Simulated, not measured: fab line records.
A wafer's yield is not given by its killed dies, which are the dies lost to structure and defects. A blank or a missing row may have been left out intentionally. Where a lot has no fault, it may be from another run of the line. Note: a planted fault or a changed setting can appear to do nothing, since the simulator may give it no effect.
A struck lot beside a sound one -- flow sky130 -- 34 steps out of a route of 708
Sound: wafers L786.1, L786.2, L786.4. Struck: wafers L795.1, L795.4, L795.5. The cause is given at the end.
For every step that has rows: the tool of each side, followed by ch and its chambers, followed by its first start. Under that, the readings that differ: sound wafers -- struck wafers -- difference of the means -- sigmas: that difference in standard deviations of wafers without a fault.
alike: words and numbers the same on both sides, and readings whose means are apart by under 2 such deviations; not compared: readings that were withheld, readings missing a value for some wafer, numbers with overlapping values and no deviation given by the record, and bounds like >300 which may hide the same value.
Wherever a step has rows on one side only, a row that says differs or no value, or a row with sigmas, the two part there. Non-overlapping numbers with no deviation appear without sigmas and do not part them. A reading missing from all wafers of one side parts the sides only when that side holds two or more wafers.

first, 7 steps without rows for these wafers: SKY_SONOS_TUNNEL_DEVELOP_06 (develop time 60 s); SKY_SONOS_TUNNEL_IMPLANT_09; SKY_SONOS_TUNNEL_WET_ETCH_10 (etches SiO2 in dHF, target depth 14 nm, time 280 s); SKY_SONOS_TUNNEL_STRIP_11 (strips in SPM, time 600 s); SKY_SONOS_TUNNEL_CLEAN_13 (cleans in dHF, time 20 s); SKY_SONOS_ONO_OXIDATION_00 (stabilise 600 s, purge 300 s, target thk 2.6 nm); SKY_SONOS_ONO_CVD_02 (deposits Si3N4 from DCS/NH3, target thk 10.5 nm, time 180 s).
SKY_SONOS_ONO_CVD_04: deposits SiO2 from SiH4/N2O, target thk 5.7199 nm.
  sound on lpcvd-03 ch 1, day 11 14:44; struck on lpcvd-03 ch 0, day 15 02:44
reading,sound,struck,difference,sigmas
spike_tc_bottom_C (C),913 912 914,971 972 973,+59,+13
spike_tc_centre_C (C),901.1 901.5 900.2,950.4 951.2 950.6,+49.8,+45
spike_tc_lower_C (C),897.8 898.9 896.7,949.4 950.9 948.7,+51.9,+32
spike_tc_top_C (C),907 908 905,965 966 965,+59,+13
spike_tc_upper_C (C),902.3 903.3 900.4,947.1 946.5 950.7,+46.1,+29
susceptor_temp_C (C),900.4 900.0 900.5,949.6 949.7 950.0,+49.5,+99 or more
zone_power_bottom_pct (%),23.0 23.3 23.0,29.8 29.4 29.4,+6.4,+5
zone_power_centre_pct (%),22.46 22.30 22.98,26.28 26.01 26.03,+3.53,+14
zone_power_lower_pct (%),19.1 18.7 18.7,24.2 24.1 24.2,+5.3,+4
zone_power_top_pct (%),29.5 29.4 29.7,31.5 31.7 31.0,+1.9,+3
model.SiO2_of_SONOS_ONO_CVD_04.thk_nm (nm),5.657 5.692 5.798,9.174 9.133 9.256,+3.472,
SKY_SONOS_ONO_THK_MEAS_05:
  sound: film_metro-04 at day 11 15:59; struck: film_metro-04 at day 15 04:37
reading,sound,struck,difference,sigmas
SONOS_ONO_CVD_04_THK (nm),5.64 5.69 5.81,9.18 9.14 9.23,+3.47,+39
then, 23 steps without rows for these wafers: SKY_SONOS_ONO_DEHYDRATE_06 (time 60 s); SKY_SONOS_ONO_HMDS_07 (prime time 60 s); SKY_SONOS_ONO_COAT_08 (resist thk 1140 nm); SKY_SONOS_ONO_SOFTBAKE_09 (time 60 s); SKY_SONOS_ONO_EXPOSE_10 (exposes mask ONOM, target cd 410 nm); SKY_SONOS_ONO_PEB_11; SKY_SONOS_ONO_DEVELOP_12 (develop time 60 s); SKY_SONOS_ONO_ETCH_15 (etches the open film in CHF3/O2, target depth 19.52 nm, time 7.8 s); SKY_SONOS_ONO_WET_ETCH_16 (etches SiO2 in dHF, target depth 14 nm, time 280 s); SKY_SONOS_ONO_STRIP_17 (strips in O2/N2); SKY_SONOS_ONO_WET_ETCH_18 (etches Si3N4 in H3PO4, target depth 15 nm, time 172 s); SKY_GATE_OXIDE_CLEAN_00 (cleans in SC1/SC2, time 150 s); SKY_GATE_OXIDE_OXIDATION_01 (stabilise 600 s, purge 300 s, target thk 10.268 nm); SKY_GATE_OXIDE_DEHYDRATE_03 (time 60 s); SKY_GATE_OXIDE_HMDS_04 (prime time 60 s); SKY_GATE_OXIDE_COAT_05 (resist thk 1140 nm); SKY_GATE_OXIDE_SOFTBAKE_06 (time 60 s); SKY_GATE_OXIDE_EXPOSE_07 (exposes mask LVOM, target cd 600 nm); SKY_GATE_OXIDE_PEB_08; SKY_GATE_OXIDE_DEVELOP_09 (develop time 60 s); SKY_GATE_OXIDE_IMPLANT_11; SKY_GATE_OXIDE_WET_ETCH_12 (etches SiO2 in dHF, target depth 16.8 nm, time 336 s); SKY_GATE_OXIDE_STRIP_13 (strips in O2/N2).
-- the record jumps here: 3 days lie between the struck wafers' starts before and after --
SKY_GATE_OXIDE_CLEAN_15: cleans in SC1/SC2, time 150 s.
  sound on wet_bench-04 ch 1, day 13 23:13; struck on wet_bench-04 ch 1, day 17 16:38
reading,sound,struck,difference,sigmas
model.SiO2_of_SONOS_ONO_CVD_04.thk_nm (nm),4.139 4.164 4.278,7.653 7.609 7.732,+3.471,
-- the record jumps here: 31 days lie between the struck wafers' starts before and after (it left off in module GATE_OXIDE and takes up again in module PAD_OPEN, whose first step shown is number 708 of the route) --
SKY_PAD_OPEN_PROBE_99:
  record: rows for the struck wafers here (prober-02, day 48 22:29), none for the sound ones

## WHERE THEY PART
First at SKY_SONOS_ONO_CVD_04; last, within this record, at SKY_PAD_OPEN_PROBE_99.

WHY: whatever the simulator had introduced
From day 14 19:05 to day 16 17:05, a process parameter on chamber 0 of lpcvd-03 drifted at SKY_SONOS_ONO_CVD_04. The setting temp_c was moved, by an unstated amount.
